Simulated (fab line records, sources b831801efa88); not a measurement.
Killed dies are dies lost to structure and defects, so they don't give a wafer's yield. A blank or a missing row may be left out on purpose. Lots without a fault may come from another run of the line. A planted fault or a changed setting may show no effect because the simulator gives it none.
One fault seen from 2 desks | flow gf180mcu | each desk has only its own numbers; what lay behind them comes last

THE TOOL OWNER'S DESK: pvd_sputter-04
The tool's own readings at GF_SALICIDE_SPUTTER_02 (material Co, target thk 10 nm, time 20 s): means of the sampled wafers that have a number, for each lot that ran on this tool. A lot is out of limits, marked OUT, if its mean lies more than 4 standard deviations from the usual mean; the brackets give that distance.
Columns: A = cathode_dc_power_W at GF_SALICIDE_SPUTTER_02, usual 999.99 W; B = throttle_valve_pct at GF_SALICIDE_SPUTTER_02, usual 30.0 %
lot  | first seen here | A       | B
L262 | day 15 13:47    | 999.76  | 29.5
L265 | day 16 09:56    | 999.77  | 29.7
L267 | day 17 04:01    | 1000.02 | 30.4
L278 | day 21 23:29    | 999.97  | 29.5
L279 | day 22 10:19    | 1000.03 | 29.8
This desk's finding: nothing out of limits on any of the 5 lots.

THE METROLOGY DESK
What the gauges read, lot by lot, whatever tool the lot ran on: means of the sampled wafers that have a number. A lot is out of limits, marked OUT, if its mean lies more than 4 standard deviations from the usual mean; the brackets give that distance.
Columns: A = SALICIDE_TIN_RS at GF_SALICIDE_RS_MEAS_04, usual 16.4 ohm/sq; B = CONTACT_OVL at GF_CONTACT_OVL_MEAS_15, usual 2 nm
lot  | first seen here | A               | B
L262 | day 15 13:54    | 16.3            | 6
L261 | day 15 17:53    | 16.9            | 1
L265 | day 16 10:00    | 16.2            | 4
L267 | day 17 04:05    | 16.8            | 4
L268 | day 17 14:30    | 16.7            | 7
L269 | day 17 21:10    | 16.1            | 1
L270 | day 18 05:46    | 16.0            | 3
L271 | day 18 14:23    | 16.7            | 4
L278 | day 21 23:34    | 18.0 (+5.1) OUT | 3
L279 | day 22 10:22    | 17.2            | 4
L280 | day 22 10:42    | 16.1            | -6
L282 | day 22 23:20    | 16.0            | 1
L281 | day 23 06:00    | 16.0            | 5
This desk's finding: out of limits on L278; first on L278, day 21 23:34 (SALICIDE_TIN_RS at GF_SALICIDE_RS_MEAS_04). In limits: L262, L261, L265, L267, L268, L269, L270, L271, L279, L280, L282, L281.

PUT TOGETHER
The metrology desk could have raised an alarm at day 21 23:34, on L278.
The tool owner's desk saw nothing out of limits.
The tool owner's desk has L278 on record, within its limits.
Of the lots named, all ran GF_SALICIDE_SPUTTER_02 on pvd_sputter-04.

WHAT THE SIMULATOR HAD PUT IN
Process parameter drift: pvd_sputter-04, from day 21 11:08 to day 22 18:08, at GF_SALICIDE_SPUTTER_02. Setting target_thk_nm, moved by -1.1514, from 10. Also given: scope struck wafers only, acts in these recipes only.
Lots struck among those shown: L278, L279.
Hours from the fault's start to each desk's first reading out of limits: the metrology desk, 12.
